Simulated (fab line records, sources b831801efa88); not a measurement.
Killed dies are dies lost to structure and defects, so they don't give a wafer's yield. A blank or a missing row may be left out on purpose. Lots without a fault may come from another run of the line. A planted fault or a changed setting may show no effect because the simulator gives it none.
fab line records | flow sky130
record lots=5 wafers=15 last_day=49
route steps=708 shown SONOS_ONO@183 GATE_OXIDE@187 POLY_GATE@204 RES_PROTECT@206
lots that met no fault: from a run of the same line without faults
start_h: hours from the record's first day to the start of the lot's first wafer shown | wait_h: hours since the lot's step before | " the same as in the row above | L1.1+2: a row that stands for several wafers | - no value, or no start given | * or withheld: withheld | < > ~ a bound
route shown NAME@n: a module of which the file shows steps, and the number in the route of the first | usual: mean/standard deviation of fault-free wafers | same: alike in all rows | chamber/n: place in a boat | sites: the reading at each site | _std_site: their standard deviation | _edge_site: outer sites' mean less inner sites' | radius_mm: how far each site lies from the wafer's centre | mask NAME#n: copy n | behind: the tool/chamber that last shaped the wafer | hold: why the lot was held/for how many hours/how that ended | device: the transistor (n, p or np) that didn't switch | end of line: the same wafers' tests at the end of the route | a step without rows: its recipe alone | killed: dies lost to structure and defects at the first sort, not the wafer's yield | map: a wafer's dies, x killed, . not, _ none there
set.NAME: the setting as run; set.NAME@STEP: as run at that earlier step | model.NAME: the simulator's own value behind a step, which no gauge read
lots at some steps of the route; a table a step, a row a wafer
services: from which hour (start_h, from the record's first day; less than 0 if before it) a tool's chamber was out of use, for how many hours, and why
## steps
# step SKY_SONOS_ONO_ETCH_15
# recipe target_depth_nm=19.52 chemistry=CHF3/O2 source_w=600 bias_w=200 pressure_mtorr=40 chf3_flow_sccm=50 O2_flow_sccm=5 time_s=7.8
# usual drypump_motor_current_A=5.77/0.29 oes_product_au=0.997/0.0081 throttle_valve_pct=8.823/0.0083
# columns lot.wafer tool chamber start_h wait_h drypump_motor_current_A oes_product_au rf_hours_counter_h throttle_valve_pct
L075.3 rie_diel-01 1 285.55 0.0 5.77 0.985 61 8.829
L075.5 " 0 " " 5.92 1.004 - 8.815
L075.6 " 3 " " 5.40 0.995 - 8.830
L077.2 rie_diel-02 3 303.05 0.0 5.59 1.000 112 8.830
L077.3 " 2 " " 6.06 0.977 0 8.826
L077.5 " 0 " " 6.12 1.003 - 8.840
L082.3 rie_diel-02 2 346.01 0.0 6.05 0.999 1 8.816
L082.4 " 3 " " 5.59 0.996 113 8.816
L082.5 " 0 " " 6.14 1.006 - 8.819
L085.2 rie_diel-02 3 371.65 0.0 5.58 0.997 114 8.824
L085.4 " 1 " " 5.34 1.001 93 8.821
L085.6 " 2 " " 6.04 1.000 - 8.826
L090.4 rie_diel-02 2 411.50 0.0 6.04 0.984 3 8.817
L090.5 " 0 " " 6.13 0.997 - 8.830
L090.6 " 1 " " 5.33 0.995 - 8.817
# step SKY_SONOS_ONO_WET_ETCH_16
# recipe chemistry=dHF target_depth_nm=14 dry=n2_spin target=SiO2 dilution=100:1 temp_c=25 time_s=280
# columns lot.wafer tool chamber start_h wait_h
L075.3+5+6 wet_bench-04 0 285.57 0.0
L077.2+3+5 wet_bench-02 0 303.07 0.0
L082.3+4+5 wet_bench-04 2 346.03 0.0
L085.2+4+6 wet_bench-04 1 371.67 0.0
L090.4+5+6 wet_bench-02 2 411.52 0.0
# step SKY_SONOS_ONO_STRIP_17
# recipe chemistry=O2/N2 power_w=1400 pressure_mtorr=1500 platen_temp_c=withheld o2_flow_sccm=3000 n2_flow_sccm=300 overash_fraction=0.5
# usual drypump_motor_current_A=5.9/0.58 o2_flow_sccm=2999/9 oes_product_au=0.710/0.0047 strip_time_to_endpoint_s=14.08/0.046
# columns lot.wafer tool chamber start_h wait_h drypump_motor_current_A o2_flow_sccm oes_product_au rf_hours_counter_h strip_time_to_endpoint_s
L075.3 plasma_asher-01 0 285.71 0.0 6.6 3000 0.713 - 14.13
L075.5 " 1 " " 6.1 3013 0.713 - 14.11
L075.6 " 0 " " 6.6 2994 0.717 - 14.08
L077.2 plasma_asher-03 0 303.16 0.0 4.9 3001 0.701 60 14.12
L077.3 " 1 " " 5.7 3008 0.716 - 14.10
L077.5 " 1 " " 5.7 3003 0.708 - 14.08
L082.3 plasma_asher-03 0 346.15 0.0 4.9 3000 0.711 - 14.11
L082.4 " 1 " " 5.7 2989 0.712 - 14.03
L082.5 " 1 " " 5.7 3000 0.713 - 14.08
L085.2 plasma_asher-01 1 371.76 0.0 6.1 3002 0.703 58 14.06
L085.4 " 1 " " 6.1 2997 0.701 - 14.07
L085.6 " 1 " " 6.1 2975 0.719 - 14.11
L090.4 plasma_asher-01 1 411.64 0.0 6.1 3011 0.709 - 14.01
L090.5 " 1 " " 6.1 3005 0.699 - 14.06
L090.6 " 0 " " 6.6 2996 0.713 - 14.02
# step SKY_SONOS_ONO_WET_ETCH_18
# recipe chemistry=H3PO4 target_depth_nm=15 target=Si3N4 temp_c=160 time_s=172
# columns lot.wafer tool chamber start_h wait_h
L075.3+5+6 wet_bench-01 3 285.77 0.0
L077.2+3+5 wet_bench-01 1 303.26 0.1
L082.3+4+5 wet_bench-01 1 346.21 0.0
L085.2+4+6 wet_bench-04 3 371.86 0.1
L090.4+5+6 wet_bench-04 2 411.71 0.0
# step SKY_GATE_OXIDE_CLEAN_00
# recipe chemistry=SC1/SC2 mix=1:4:20 temp_c=70 time_s=150 dry=n2_spin
# columns lot.wafer tool chamber start_h wait_h
L075.3+5+6 wet_bench-02 2 285.84 0.0
L077.2+3+5 wet_bench-02 3 303.31 0.0
L082.3+4+5 wet_bench-04 3 346.27 0.0
L085.2+4+6 wet_bench-04 2 371.91 0.0
L090.4+5+6 wet_bench-01 2 411.77 0.0
# step SKY_GATE_OXIDE_OXIDATION_01
# recipe temp_c=900 ambient=O2 stabilise_s=600 purge_s=300 target_thk_a=102.68 ox_time_s=1473
# usual tube_center_temp_C=900.01/0.088
# columns lot.wafer tool chamber start_h wait_h tube_center_temp_C
L075.3 furnace-01 0 285.89 0.0 900.04
L075.5 " 0 " " 900.07
L075.6 " 0 " " 900.09
L077.2 furnace-01 0 303.85 0.5 900.06
L077.3 " 0 " " 899.98
L077.5 " 0 " " 900.13
L082.3 furnace-01 0 347.10 0.8 900.03
L082.4 " 0 " " 899.98
L082.5 " 0 " " 900.18
L085.2 furnace-01 0 371.96 0.0 900.21
L085.4 " 0 " " 900.09
L085.6 " 0 " " 900.09
L090.4 furnace-01 0 412.57 0.8 899.93
L090.5 " 0 " " 899.9
L090.6 " 0 " " 900.05
# step SKY_GATE_OXIDE_THK_MEAS_02
# recipe reads=SiO2_of_GATE_OXIDE_OXIDATION_01
# usual GATE_OXIDE_OXIDATION_00_THK=10.28/0.18
# columns lot.wafer tool chamber start_h wait_h GATE_OXIDE_OXIDATION_00_THK[nm]
L075.3 film_metro-02 - 287.32 0.0 10.10
L075.5 " - " " 10.02
L075.6 " - " " 10.07
L077.2 film_metro-03 - 305.26 0.0 10.52
L077.3 " - " " 10.25
L077.5 " - " " 10.44
L082.3 film_metro-03 - 348.53 0.0 9.94
L082.4 " - " " 10.21
L082.5 " - " " 10.00
L085.2 film_metro-03 - 373.38 0.0 10.35
L085.4 " - " " 10.16
L085.6 " - " " 10.36
L090.4 film_metro-01 - 414.01 0.0 10.27
L090.5 " - " " 10.30
L090.6 " - " " 10.22
# step SKY_GATE_OXIDE_DEHYDRATE_03
# recipe temp_c=200 time_s=60
# columns lot.wafer tool chamber start_h wait_h
L075.3+5+6 litho_track-01 0 299.99 12.7
L077.2+3+5 litho_track-04 0 317.43 12.2
L082.3+4+5 litho_track-01 0 362.29 13.8
L085.2+4+6 litho_track-02 0 387.35 14.0
L090.4+5+6 litho_track-04 0 428.78 14.8
# step SKY_GATE_OXIDE_HMDS_04
# recipe prime_time_s=60 prime_temp_c=120
# columns lot.wafer tool chamber start_h wait_h
L075.3+5+6 litho_track-01 0 300.14 0.1
L077.2+3+5 litho_track-04 0 317.58 0.1
L082.3+4+5 litho_track-01 0 362.44 0.1
L085.2+4+6 litho_track-02 0 387.50 0.1
L090.4+5+6 litho_track-04 0 428.93 0.1
# step SKY_GATE_OXIDE_COAT_05
# recipe resist=NOVOLAK spin_rpm=3000 resist_thk_nm=1140
# columns lot.wafer tool chamber start_h wait_h
L075.3+5+6 litho_track-01 0 300.29 0.1
L077.2+3+5 litho_track-04 0 317.73 0.1
L082.3+4+5 litho_track-01 0 362.59 0.1
L085.2+4+6 litho_track-02 0 387.65 0.1
L090.4+5+6 litho_track-04 0 429.08 0.1
# step SKY_GATE_OXIDE_SOFTBAKE_06
# recipe temp_c=90 time_s=60 resist=NOVOLAK
# columns lot.wafer tool chamber start_h wait_h
L075.3+5+6 litho_track-01 0 300.44 0.1
L077.2+3+5 litho_track-04 0 317.88 0.1
L082.3+4+5 litho_track-01 0 362.74 0.1
L085.2+4+6 litho_track-02 0 387.80 0.1
L090.4+5+6 litho_track-04 0 429.23 0.1
# step SKY_GATE_OXIDE_EXPOSE_07
# recipe mask_id=LVOM na=0.6 source_shape=conventional sigma_outer=0.6 polarization=unpolarized target_cd_nm=600 dose_mj=170
# columns lot.wafer tool chamber start_h wait_h mask
L075.3+5+6 iline_stepper-02 0 - - LVOM#0
L077.2+3+5 iline_stepper-02 0 - - LVOM#0
L082.3+4+5 iline_stepper-01 0 - - LVOM#0
L085.2+4+6 iline_stepper-01 0 - - LVOM#0
L090.4+5+6 iline_stepper-02 0 - - LVOM#0
# step SKY_GATE_OXIDE_PEB_08
# recipe temp_c=withheld time_s=* resist=NOVOLAK
# columns lot.wafer tool chamber start_h wait_h
L075.3+5+6 litho_track-01 0 - -
L077.2+3+5 litho_track-02 0 - -
L082.3+4+5 litho_track-01 0 - -
L085.2+4+6 litho_track-04 0 - -
L090.4+5+6 litho_track-01 0 - -
# step SKY_GATE_OXIDE_DEVELOP_09
# recipe resist=NOVOLAK developer=TMAH develop_time_s=60 dev_temp_c=23
# usual developer_temp_C=23.00/0.1
# columns lot.wafer tool chamber start_h wait_h developer_temp_C
L075.3 litho_track-01 0 312.94 0.1 23.18
L075.5 " 0 " " 22.98
L075.6 " 0 " " 23.04
L077.2 litho_track-02 0 330.85 0.1 23.00
L077.3 " 0 " " 22.97
L077.5 " 0 " " 22.90
L082.3 litho_track-01 0 377.04 0.1 22.82
L082.4 " 0 " " 22.90
L082.5 " 0 " " 22.95
L085.2 litho_track-04 0 402.43 0.1 23.16
L085.4 " 0 " " 22.96
L085.6 " 0 " " 22.90
L090.4 litho_track-01 0 444.22 0.1 23.12
L090.5 " 0 " " 22.99
L090.6 " 0 " " 23.01
# step SKY_GATE_OXIDE_OVL_MEAS_10
# usual GATE_OXIDE_OVL=-0.2/1.3
# columns lot.wafer tool chamber start_h wait_h GATE_OXIDE_OVL[nm]
L075.3 overlay-01 - 313.06 0.1 -2.1
L075.5 " - " " 0.0
L075.6 " - " " 0.9
L077.2 overlay-01 - 330.98 0.1 -0.8
L077.3 " - " " -1.3
L077.5 " - " " -0.2
L082.3 overlay-02 - 377.16 0.1 0.7
L082.4 " - " " 2.1
L082.5 " - " " 0.4
L085.2 overlay-01 - 402.56 0.1 -0.6
L085.4 " - " " -0.7
L085.6 " - " " -1.1
L090.4 overlay-02 - 444.31 0.1 0.8
L090.5 " - " " -0.2
L090.6 " - " " 0.9
# step SKY_GATE_OXIDE_IMPLANT_11
# recipe species=B energy_kev=10 dose_cm2=2.6e+12 tilt_deg=withheld
# usual dose_ions_cm2=2.5992e+12/2.8e+09
# columns lot.wafer tool chamber start_h wait_h dose_ions_cm2
L075.3 implanter-03 0 313.13 0.1 2.5998e+12
L075.5 " 0 " " 2.5949e+12
L075.6 " 0 " " 2.5968e+12
L077.2 implanter-03 0 331.03 0.0 2.5993e+12
L077.3 " 0 " " 2.5988e+12
L077.5 " 0 " " 2.5977e+12
L082.3 implanter-03 0 377.23 0.1 2.6026e+12
L082.4 " 0 " " 2.5995e+12
L082.5 " 0 " " 2.5961e+12
L085.2 implanter-03 0 402.61 0.0 2.6035e+12
L085.4 " 0 " " 2.6019e+12
L085.6 " 0 " " 2.6037e+12
L090.4 implanter-03 0 444.41 0.1 2.5947e+12
L090.5 " 0 " " 2.5941e+12
L090.6 " 0 " " 2.599e+12
# step SKY_GATE_OXIDE_WET_ETCH_12
# recipe chemistry=dHF target_depth_nm=16.8 dry=n2_spin target=SiO2 dilution=100:1 temp_c=25 time_s=336
# columns lot.wafer tool chamber start_h wait_h
L075.3+5+6 wet_bench-04 0 313.23 0.1
L077.2+3+5 wet_bench-02 1 331.16 0.1
L082.3+4+5 wet_bench-04 3 377.33 0.1
L085.2+4+6 wet_bench-04 1 402.74 0.1
L090.4+5+6 wet_bench-02 0 444.48 0.1
# step SKY_GATE_OXIDE_STRIP_13
# recipe chemistry=O2/N2 power_w=1400 pressure_mtorr=1500 platen_temp_c=withheld o2_flow_sccm=3000 n2_flow_sccm=300 overash_fraction=0.5
# usual drypump_motor_current_A=5.6/0.38 o2_flow_sccm=3001/9.6 oes_product_au=0.716/0.0043 strip_time_to_endpoint_s=14.17/0.043
# columns lot.wafer tool chamber start_h wait_h drypump_motor_current_A o2_flow_sccm oes_product_au rf_hours_counter_h strip_time_to_endpoint_s
L075.3 plasma_asher-03 0 313.37 0.0 4.9 3000 0.715 - 14.15
L075.5 " 0 " " 4.9 2996 0.719 - 14.12
L075.6 " 1 " " 5.8 3007 0.726 - 14.14
L077.2 plasma_asher-04 0 331.26 0.0 5.4 2990 0.716 21 14.16
L077.3 " 1 " " 5.8 2997 0.710 - 14.15
L077.5 " 0 " " 5.4 2996 0.708 - 14.15
L082.3 plasma_asher-03 0 377.47 0.0 4.9 2990 0.715 - 14.19
L082.4 " 1 " " 5.7 2991 0.717 - 14.19
L082.5 " 1 " " 5.7 2995 0.725 - 14.24
L085.2 plasma_asher-04 0 402.85 0.0 5.4 3008 0.715 28 14.28
L085.4 " 1 " " 5.8 3002 0.722 - 14.28
L085.6 " 1 " " 5.8 2986 0.720 - 14.23
L090.4 plasma_asher-03 0 444.63 0.0 4.9 3011 0.714 - 14.07
L090.5 " 1 " " 5.7 3006 0.718 - 14.10
L090.6 " 0 " " 4.9 2996 0.718 - 14.11
# step SKY_GATE_OXIDE_TW_MEAS_14
# usual GATE_OXIDE_TW=225.3/1.1
# columns lot.wafer tool chamber start_h wait_h GATE_OXIDE_TW
L075.3 film_metro-01 - 313.45 0.1 224.2
L075.5 " - " " 226.4
L075.6 " - " " 226.7
L077.2 film_metro-02 - 331.37 0.1 222.7
L077.3 " - " " 224.0
L077.5 " - " " 224.8
L082.3 film_metro-01 - 377.55 0.1 225.2
L082.4 " - " " 225.8
L082.5 " - " " 225.1
L085.2 film_metro-03 - 402.96 0.1 226.2
L085.4 " - " " 225.6
L085.6 " - " " 225.9
L090.4 film_metro-01 - 444.73 0.1 225.1
L090.5 " - " " 226.1
L090.6 " - " " 225.7
# step SKY_GATE_OXIDE_CLEAN_15
# recipe chemistry=SC1/SC2 mix=1:4:20 temp_c=70 time_s=150 dry=n2_spin
# columns lot.wafer tool chamber start_h wait_h
L075.3+5+6 wet_bench-02 3 313.49 0.0
L077.2+3+5 wet_bench-04 1 331.42 0.0
L082.3+4+5 wet_bench-04 1 377.59 0.0
L085.2+4+6 wet_bench-02 1 403.01 0.0
L090.4+5+6 wet_bench-04 2 444.76 0.0
# step SKY_GATE_OXIDE_OXIDATION_16
# recipe temp_c=800 ambient=O2 idle_temp_c=700 ramp_up_c_per_min=10 ramp_down_c_per_min=3 stabilise_s=600 purge_s=300 target_thk_a=35.7 ox_time_s=1915
# usual ramp_down_c_per_min=3.0000/0.0005 tube_center_temp_C=799.99/0.077
# columns lot.wafer tool chamber start_h wait_h ramp_down_c_per_min tube_center_temp_C
L075.3 furnace-01 0 313.54 0.0 2.9998 799.93
L075.5 " 0 " " 3.0002 800.07
L075.6 " 0 " " 3.0008 799.96
L077.2 furnace-02 0 331.63 0.2 2.9994 800.09
L077.3 " 0 " " 2.9995 799.75
L077.5 " 0 " " 3.0005 799.98
L082.3 furnace-02 0 377.64 0.0 2.9998 800.15
L082.4 " 0 " " 2.9997 800.03
L082.5 " 0 " " 3.0004 800.01
L085.2 furnace-01 0 405.22 2.2 2.9999 799.97
L085.4 " 0 " " 2.9997 800.11
L085.6 " 0 " " 2.9993 800.08
L090.4 furnace-02 0 444.82 0.0 2.9993 799.96
L090.5 " 0 " " 3.0009 800.02
L090.6 " 0 " " 3.0008 799.93
# step SKY_POLY_GATE_CVD_00
# recipe material=poly-Si target_thk_nm=180 temp_c=620 time_s=720 pressure_mtorr=200
# columns lot.wafer tool chamber start_h wait_h
L075.3+5+6 lpcvd-01 1 315.07 0.0
L077.2+3+5 lpcvd-01 1 333.16 0.0
L082.3+4+5 lpcvd-01 1 379.17 0.0
L085.2+4+6 lpcvd-01 1 406.75 0.0
L090.4+5+6 lpcvd-01 0 446.35 0.0
# step SKY_POLY_GATE_THK_MEAS_01
# recipe reads=poly-Si_of_POLY_GATE_CVD_00
# usual POLY_GATE_CVD_00_THK=180.4/1.6
# columns lot.wafer tool chamber start_h wait_h POLY_GATE_CVD_00_THK[nm]
L075.3 film_metro-04 - 316.29 0.0 180.4
L075.5 " - " " 181.0
L075.6 " - " " 183.3
L077.2 film_metro-04 - 334.37 0.0 181.2
L077.3 " - " " 181.3
L077.5 " - " " 182.4
L082.3 film_metro-01 - 380.39 0.0 178.9
L082.4 " - " " 179.0
L082.5 " - " " 179.6
L085.2 film_metro-01 - 407.96 0.0 182.6
L085.4 " - " " 181.7
L085.6 " - " " 182.9
L090.4 film_metro-02 - 447.58 0.0 180.1
L090.5 " - " " 181.2
L090.6 " - " " 180.5
# step SKY_RES_PROTECT_DEHYDRATE_00
# recipe temp_c=200 time_s=60
# columns lot.wafer tool chamber start_h wait_h
L075.3+5+6 litho_track-02 0 328.82 12.5
L077.2+3+5 litho_track-02 0 347.15 12.8
L082.3+4+5 litho_track-01 0 394.99 14.6
L085.2+4+6 litho_track-03 0 421.32 13.3
L090.4+5+6 litho_track-01 0 462.72 15.1
# step SKY_RES_PROTECT_HMDS_01
# recipe prime_time_s=60 prime_temp_c=120
# columns lot.wafer tool chamber start_h wait_h
L075.3+5+6 litho_track-02 0 328.97 0.1
L077.2+3+5 litho_track-02 0 347.30 0.1
L082.3+4+5 litho_track-01 0 395.14 0.1
L085.2+4+6 litho_track-03 0 421.47 0.1
L090.4+5+6 litho_track-01 0 462.87 0.1
# step SKY_RES_PROTECT_COAT_02
# recipe resist=NOVOLAK spin_rpm=3000 resist_thk_nm=1140
# columns lot.wafer tool chamber start_h wait_h
L075.3+5+6 litho_track-02 0 329.12 0.1
L077.2+3+5 litho_track-02 0 347.45 0.1
L082.3+4+5 litho_track-01 0 395.29 0.1
L085.2+4+6 litho_track-03 0 421.62 0.1
L090.4+5+6 litho_track-01 0 463.02 0.1
# step SKY_RES_PROTECT_SOFTBAKE_03
# recipe temp_c=90 time_s=60 resist=NOVOLAK
# columns lot.wafer tool chamber start_h wait_h
L075.3+5+6 litho_track-02 0 329.27 0.1
L077.2+3+5 litho_track-02 0 347.60 0.1
L082.3+4+5 litho_track-01 0 395.44 0.1
L085.2+4+6 litho_track-03 0 421.77 0.1
L090.4+5+6 litho_track-01 0 463.17 0.1
# step SKY_RES_PROTECT_EXPOSE_04
# recipe mask_id=RPM na=0.6 source_shape=conventional sigma_outer=0.6 polarization=unpolarized target_cd_nm=1270 dose_mj=131
# columns lot.wafer tool chamber start_h wait_h mask
L075.3+5+6 iline_stepper-02 0 - - RPM#0
L077.2+3+5 iline_stepper-02 0 - - RPM#0
L082.3+4+5 iline_stepper-02 0 - - RPM#0
L085.2+4+6 iline_stepper-01 0 - - RPM#0
L090.4+5+6 iline_stepper-02 0 - - RPM#0
# step SKY_RES_PROTECT_PEB_05
# recipe temp_c=withheld time_s=* resist=NOVOLAK
# columns lot.wafer tool chamber start_h wait_h
L075.3+5+6 litho_track-03 0 - -
L077.2+3+5 litho_track-02 0 - -
L082.3+4+5 litho_track-02 0 - -
L085.2+4+6 litho_track-01 0 - -
L090.4+5+6 litho_track-02 0 - -
# step SKY_RES_PROTECT_DEVELOP_06
# recipe resist=NOVOLAK developer=TMAH develop_time_s=60 dev_temp_c=23
# usual developer_temp_C=22.98/0.11
# columns lot.wafer tool chamber start_h wait_h developer_temp_C
L075.3 litho_track-03 0 343.09 0.1 22.98
L075.5 " 0 " " 22.84
L075.6 " 0 " " 22.81
L077.2 litho_track-02 0 361.60 0.1 23.02
L077.3 " 0 " " 22.92
L077.5 " 0 " " 23.00
L082.3 litho_track-02 0 409.52 0.1 22.87
L082.4 " 0 " " 22.91
L082.5 " 0 " " 22.65
L085.2 litho_track-01 0 436.67 0.1 22.96
L085.4 " 0 " " 23.10
L085.6 " 0 " " 23.04
L090.4 litho_track-02 0 477.75 0.1 23.07
L090.5 " 0 " " 23.04
L090.6 " 0 " " 22.85
# step SKY_POLY_GATE_IMPLANT_02
# recipe species=P energy_kev=30 dose_cm2=7.7e+15 tilt_deg=0
# usual dose_ions_cm2=7.699e+15/7.2e+12
# columns lot.wafer tool chamber start_h wait_h dose_ions_cm2
L075.3 implanter-01 0 343.24 0.1 7.702e+15
L075.5 " 0 " " 7.694e+15
L075.6 " 0 " " 7.7e+15
L077.2 implanter-01 0 361.75 0.1 7.684e+15
L077.3 " 0 " " 7.687e+15
L077.5 " 0 " " 7.696e+15
L082.3 implanter-01 0 409.74 0.2 7.701e+15
L082.4 " 0 " " 7.695e+15
L082.5 " 0 " " 7.703e+15
L085.2 implanter-03 0 436.82 0.1 7.703e+15
L085.4 " 0 " " 7.701e+15
L085.6 " 0 " " 7.696e+15
L090.4 implanter-01 0 477.90 0.1 7.698e+15
L090.5 " 0 " " 7.692e+15
L090.6 " 0 " " 7.695e+15
# step SKY_RES_PROTECT_STRIP_07
# recipe chemistry=O2/N2 power_w=1400 pressure_mtorr=1500 platen_temp_c=withheld o2_flow_sccm=3000 n2_flow_sccm=300 overash_fraction=0.5
# usual drypump_motor_current_A=5.7/0.51 o2_flow_sccm=3000/9.5 oes_product_au=0.517/0.0047 strip_time_to_endpoint_s=23.30/0.041
# columns lot.wafer tool chamber start_h wait_h drypump_motor_current_A o2_flow_sccm oes_product_au rf_hours_counter_h strip_time_to_endpoint_s
L075.3 plasma_asher-01 1 343.38 0.1 6.1 2999 0.503 - 23.30
L075.5 " 0 " " 6.6 2996 0.510 - 23.30
L075.6 " 1 " " 6.1 3007 0.519 - 23.33
L077.2 plasma_asher-04 1 361.87 0.1 5.8 3017 0.519 24 23.31
L077.3 " 0 " " 5.4 2994 0.512 - 23.31
L077.5 " 0 " " 5.4 2978 0.520 - 23.32
L082.3 plasma_asher-04 1 409.88 0.1 5.8 3001 0.517 - 23.27
L082.4 " 0 " " 5.4 3009 0.502 - 23.27
L082.5 " 1 " " 5.8 3008 0.517 - 23.30
L085.2 plasma_asher-01 0 436.94 0.1 6.6 2994 0.524 65 23.24
L085.4 " 0 " " 6.6 3001 0.514 - 23.22
L085.6 " 0 " " 6.6 3004 0.525 - 23.22
L090.4 plasma_asher-04 0 478.01 0.1 5.4 3005 0.523 - 23.29
L090.5 " 1 " " 5.8 2976 0.526 - 23.31
L090.6 " 0 " " 5.4 2994 0.511 - 23.31
# step SKY_RES_PROTECT_TW_MEAS_08
# usual POLY_GATE_TW=4043/24
# columns lot.wafer tool chamber start_h wait_h POLY_GATE_TW
L075.3 film_metro-03 - 343.46 0.1 4026
L075.5 " - " " 4032
L075.6 " - " " 4045
L077.2 film_metro-01 - 361.98 0.1 4035
L077.3 " - " " 4041
L077.5 " - " " 4019
L082.3 film_metro-04 - 409.96 0.1 4018
L082.4 " - " " 4013
L082.5 " - " " 4025
L085.2 film_metro-04 - 437.05 0.1 4042
L085.4 " - " " 4045
L085.6 " - " " 4045
L090.4 film_metro-04 - 478.10 0.1 4034
L090.5 " - " " 4027
L090.6 " - " " 4020
# step SKY_RES_PROTECT_CLEAN_09
# recipe chemistry=SC1/SC2 mix=1:4:20 temp_c=70 time_s=150 dry=n2_spin
# columns lot.wafer tool chamber start_h wait_h
L075.3+5+6 wet_bench-02 3 343.50 0.0
L077.2+3+5 wet_bench-02 3 362.03 0.0
L082.3+4+5 wet_bench-04 3 410.00 0.0
L085.2+4+6 wet_bench-03 2 437.10 0.0
L090.4+5+6 wet_bench-03 2 478.13 0.0
# step SKY_POLY_GATE_CVD_03
# recipe material=Si3N4 precursor=DCS/NH3 target_thk_nm=75 temp_c=770 time_s=1290 pressure_mtorr=250
# columns lot.wafer tool chamber start_h wait_h
L075.3+5+6 lpcvd-02 0 345.24 1.7
L077.2+3+5 lpcvd-02 1 363.48 1.4
L082.3+4+5 lpcvd-02 1 414.38 4.3
L085.2+4+6 lpcvd-02 0 440.00 2.8
L090.4+5+6 lpcvd-02 0 478.18 0.0
# step SKY_POLY_GATE_THK_MEAS_04
# recipe reads=Si3N4_of_POLY_GATE_CVD_03
# usual POLY_GATE_CVD_03_THK=74.9/0.7
# columns lot.wafer tool chamber start_h wait_h POLY_GATE_CVD_03_THK[nm]
L075.3 film_metro-01 - 346.62 0.0 74.9
L075.5 " - " " 74.3
L075.6 " - " " 74.9
L077.2 film_metro-04 - 364.85 0.0 75.4
L077.3 " - " " 74.7
L077.5 " - " " 74.6
L082.3 film_metro-01 - 416.44 0.0 74.5
L082.4 " - " " 74.5
L082.5 " - " " 74.9
L085.2 film_metro-01 - 441.37 0.0 74.6
L085.4 " - " " 74.4
L085.6 " - " " 74.7
L090.4 film_metro-04 - 479.57 0.0 75.1
L090.5 " - " " 74.4
L090.6 " - " " 74.2
# step SKY_POLY_GATE_DEHYDRATE_05
# recipe temp_c=200 time_s=60
# columns lot.wafer tool chamber start_h wait_h
L075.3+5+6 litho_track-03 0 359.89 13.3
L077.2+3+5 litho_track-04 0 378.58 13.7
L082.3+4+5 litho_track-04 0 431.00 14.5
L085.2+4+6 litho_track-02 0 456.80 15.4
L090.4+5+6 litho_track-04 0 494.87 15.3
# step SKY_POLY_GATE_HMDS_06
# recipe prime_time_s=60 prime_temp_c=120
# columns lot.wafer tool chamber start_h wait_h
L075.3+5+6 litho_track-03 0 360.04 0.1
L077.2+3+5 litho_track-04 0 378.73 0.1
L082.3+4+5 litho_track-04 0 431.15 0.1
L085.2+4+6 litho_track-02 0 456.95 0.1
L090.4+5+6 litho_track-04 0 495.02 0.1
# step SKY_POLY_GATE_COAT_07
# recipe resist=BARC temp_c=withheld time_s=withheld spin_rpm=3000 resist_thk_nm=110
# columns lot.wafer tool chamber start_h wait_h
L075.3+5+6 litho_track-03 0 360.19 0.1
L077.2+3+5 litho_track-04 0 378.88 0.1
L082.3+4+5 litho_track-04 0 431.30 0.1
L085.2+4+6 litho_track-02 0 457.10 0.1
L090.4+5+6 litho_track-04 0 495.17 0.1
# step SKY_POLY_GATE_COAT_08
# recipe resist=KrF-thick spin_rpm=3000 resist_thk_nm=450
# columns lot.wafer tool chamber start_h wait_h
L075.3+5+6 litho_track-03 0 - -
L077.2+3+5 litho_track-04 0 - -
L082.3+4+5 litho_track-04 0 - -
L085.2+4+6 litho_track-02 0 - -
L090.4+5+6 litho_track-04 0 - -
# step SKY_POLY_GATE_SOFTBAKE_09
# recipe temp_c=100 time_s=90 resist=KrF-thick
# columns lot.wafer tool chamber start_h wait_h
L075.3+5+6 litho_track-03 0 - -
L077.2+3+5 litho_track-04 0 - -
L082.3+4+5 litho_track-04 0 - -
L085.2+4+6 litho_track-02 0 - -
L090.4+5+6 litho_track-04 0 - -
# step SKY_POLY_GATE_EXPOSE_10
# recipe mask_id=P1M na=0.68 source_shape=conventional sigma_outer=0.6 target_cd_nm=150 dose_mj=28
# columns lot.wafer tool chamber start_h wait_h mask
L075.3+5+6 krf_scanner-02 0 - - P1M#0
L077.2+3+5 krf_scanner-02 0 - - P1M#0
L082.3+4+5 krf_scanner-02 0 - - P1M#0
L085.2+4+6 krf_scanner-01 0 - - P1M#0
L090.4+5+6 krf_scanner-02 0 - - P1M#0
# step SKY_POLY_GATE_PEB_11
# recipe peb_temp_c=withheld peb_time_s=withheld resist=KrF-thick
# columns lot.wafer tool chamber start_h wait_h
L075.3+5+6 litho_track-03 0 - -
L077.2+3+5 litho_track-03 0 - -
L082.3+4+5 litho_track-02 0 - -
L085.2+4+6 litho_track-03 0 - -
L090.4+5+6 litho_track-02 0 - -
# step SKY_POLY_GATE_DEVELOP_12
# recipe develop_time_s=60 resist=KrF-thick dev_temp_c=21
# usual developer_temp_C=20.99/0.13
# columns lot.wafer tool chamber start_h wait_h developer_temp_C
L075.3 litho_track-03 0 - - 21.16
L075.5 " 0 " " 21.11
L075.6 " 0 " " 21.10
L077.2 litho_track-03 0 - - 20.79
L077.3 " 0 " " 20.68
L077.5 " 0 " " 20.91
L082.3 litho_track-02 0 - - 20.89
L082.4 " 0 " " 20.98
L082.5 " 0 " " 20.96
L085.2 litho_track-03 0 - - 20.85
L085.4 " 0 " " 20.95
L085.6 " 0 " " 20.81
L090.4 litho_track-02 0 - - 20.79
L090.5 " 0 " " 20.92
L090.6 " 0 " " 20.85
## services
# columns tool chamber start_h hours kind
krf_scanner-02 - 275.19 0.8 repair
krf_scanner-02 - 321.96 1.0 pm
lpcvd-01 - 331.63 1.5 repair
iline_stepper-02 - 345.67 1.7 pm
krf_scanner-02 - 375.84 1.7 repair
wet_bench-04 - 378.52 1.9 pm
lpcvd-02 - 384.37 2.6 repair
lpcvd-02 - 400.09 0.3 repair
iline_stepper-02 - 405.68 4.4 pm
implanter-03 - 409.43 3.8 pm
plasma_asher-03 - 411.54 0.8 repair
krf_scanner-02 - 413.60 0.8 pm
implanter-03 - 420.38 1.3 repair
krf_scanner-02 - 424.20 1.3 pm
krf_scanner-02 - 427.14 0.8 repair
implanter-03 - 448.61 0.6 repair
lpcvd-02 - 455.01 2.8 pm
wet_bench-01 - 460.47 0.5 repair
implanter-03 - 485.75 3.5 repair
krf_scanner-02 - 490.96 1.0 pm
plasma_asher-01 - 495.47 7.8 pm
lpcvd-02 - 500.24 0.6 repair
lpcvd-01 - 503.00 2.8 pm
furnace-01 - 508.79 2.7 pm
## key
fault none
